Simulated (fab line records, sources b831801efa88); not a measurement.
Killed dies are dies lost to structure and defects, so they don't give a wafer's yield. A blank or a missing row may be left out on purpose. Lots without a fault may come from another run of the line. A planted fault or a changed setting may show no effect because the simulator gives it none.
A struck lot beside a sound one | flow sky130 | 16 steps out of a route of 708
Sound: wafers L432.2, L432.4, L432.5. Struck: wafers L424.1, L424.3, L424.4. The cause comes at the end.
At each step with rows: each side's tool, then ch and its chambers, then its first start. Under that, the readings that differ: sound wafers | struck wafers | difference of the means | sigmas: that difference in standard deviations of wafers without a fault.
alike: readings whose means differ by less than 2 such deviations, and words and numbers that are the same on both sides. not compared: withheld readings, readings that some wafer has no value for, bounds like >300 that may hide the same value, and numbers for which the record gives no deviation and whose values overlap.
The two part at a step that has a row with sigmas, a row that says differs or no value, or rows on one side only. Numbers that don't overlap but have no deviation are shown without sigmas and don't part them. A reading that every wafer of one side lacks parts them only if that side has two wafers or more.

SKY_NWELL_RS_MEAS_29: measures by four-point-probe.
  sound on film_metro-02, day 9 12:16; struck on film_metro-03, day 7 11:13
  alike: NWELL_RS
SKY_NWELL_RS_MEAS_31: measures by four-point-probe.
  sound on film_metro-02, day 9 12:31; struck on film_metro-03, day 7 11:27
  alike: PWDE_RS
then, 7 steps without rows for these wafers: SKY_VT_ADJUST_HVTP_DEHYDRATE_00 (time 60 s); SKY_VT_ADJUST_HVTP_HMDS_01 (prime time 60 s); SKY_VT_ADJUST_HVTP_COAT_02 (resist thk 1140 nm); SKY_VT_ADJUST_HVTP_SOFTBAKE_03 (time 60 s); SKY_VT_ADJUST_HVTP_EXPOSE_04 (exposes mask HVTPM, target cd 380 nm); SKY_VT_ADJUST_HVTP_PEB_05; SKY_VT_ADJUST_HVTP_DEVELOP_06 (develop time 60 s).
SKY_VT_ADJUST_HVTP_CD_MEAS_07: target cd 380 nm.
  sound on cd_sem-02, day 10 09:35; struck on cd_sem-01, day 8 06:45
  alike: cd_nm
SKY_VT_ADJUST_HVTP_OVL_MEAS_08:
  sound on overlay-02, day 10 09:42; struck on overlay-01, day 8 06:52
  alike: VT_ADJUST_HVTP_OVL
SKY_VT_ADJUST_HVTP_IMPLANT_09:
  sound on implanter-03 ch 0, day 10 09:45; struck on implanter-01 ch 0, day 8 06:55
  reading            | sound                         | struck                        | difference | sigmas
  dose_ions_cm2      | 4.299e+12 4.303e+12 4.292e+12 | 6.211e+12 6.217e+12 6.213e+12 | +1.916e+12 | +99 or more
  faraday_current_uA | 24.5 23.4 24.8                | 35.8 35.7 35.4                | +11.4      | +24
  alike: end_station_pressure_torr
SKY_VT_ADJUST_HVTP_STRIP_10: strips in O2/N2.
  sound on plasma_asher-03 ch 0,1, day 10 09:53; struck on plasma_asher-04 ch 0,1, day 8 07:04
  alike: drypump_motor_current_A, n2_flow_sccm, oes_product_au, strip_time_to_endpoint_s
  not compared: rf_hours_counter_h
SKY_VT_ADJUST_HVTP_TW_MEAS_11:
  sound on film_metro-02, day 10 09:59; struck on film_metro-02, day 8 07:10
  reading           | sound          | struck         | difference | sigmas
  VT_ADJUST_HVTP_TW | 1380 1386 1387 | 1552 1547 1549 | +165       | +13
then, 1 step without rows for these wafers: SKY_VT_ADJUST_LVTN_DEHYDRATE_00 (time 60 s).
-- the record jumps here: 40 days lie between the struck wafers' starts before and after (it left off in module VT_ADJUST_LVTN and takes up again in module PAD_OPEN, whose first step shown is number 708 of the route) --
SKY_PAD_OPEN_PROBE_99:
  sound on prober-02, day 50 04:29; struck on prober-01, day 48 08:50
  reading                                 | sound               | struck              | difference | sigmas
  model.etest.tip_p.rs_ohm_sq             | 6946 6913 6981      | 8238 8185 8280      | +1288      |
  model.etest.pfet_01v8.r_on_ohm_um       | 2895 2926 2902      | 3326 3407 3387      | +466       |
  model.etest.pfet_01v8.drive_ua_um       | 191.5 192.9 192.5   | 149.2 144.1 146.3   | -45.8      |
  model.etest.pfet_01v8_mvt.drive_ua_um   | 150.2 150.5 149.7   | 109.2 108.3 107.1   | -41.9      |
  model.etest.pfet_01v8_hvt.drive_ua_um   | 142.8 143.1 142.8   | 113.9 111.2 112.5   | -30.4      |
  model.etest.sram_pfet_latch.drive_ua_um | 136.1 144.7 135.6   | 114.8 109.3 112.8   | -26.5      |
  model.etest.ring_1v8.delay_ps           | 21.29 21 21.14      | 23.85 25.15 24.69   | +3.42      |
  model.etest.pfet_01v8.off_log10_a_um    | -9.695 -9.67 -9.582 | -12.8 -13.06 -12.77 | -3.2       |
  alike: killed_at_M0_to_M3, killed_at_M4_up, killed_at_contacts, killed_at_front_end, killed_at_other, killed_dies, killed_open, killed_short

WHERE THEY PART
First at SKY_VT_ADJUST_HVTP_IMPLANT_09; last, within this record, at SKY_VT_ADJUST_HVTP_TW_MEAS_11. Later steps at which nothing parts them and some readings are alike: SKY_PAD_OPEN_PROBE_99.

WHY: what the simulator had put in
Process parameter drift: implanter-01, from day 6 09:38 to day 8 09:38, at SKY_VT_ADJUST_HVTP_IMPLANT_09. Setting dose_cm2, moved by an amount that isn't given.
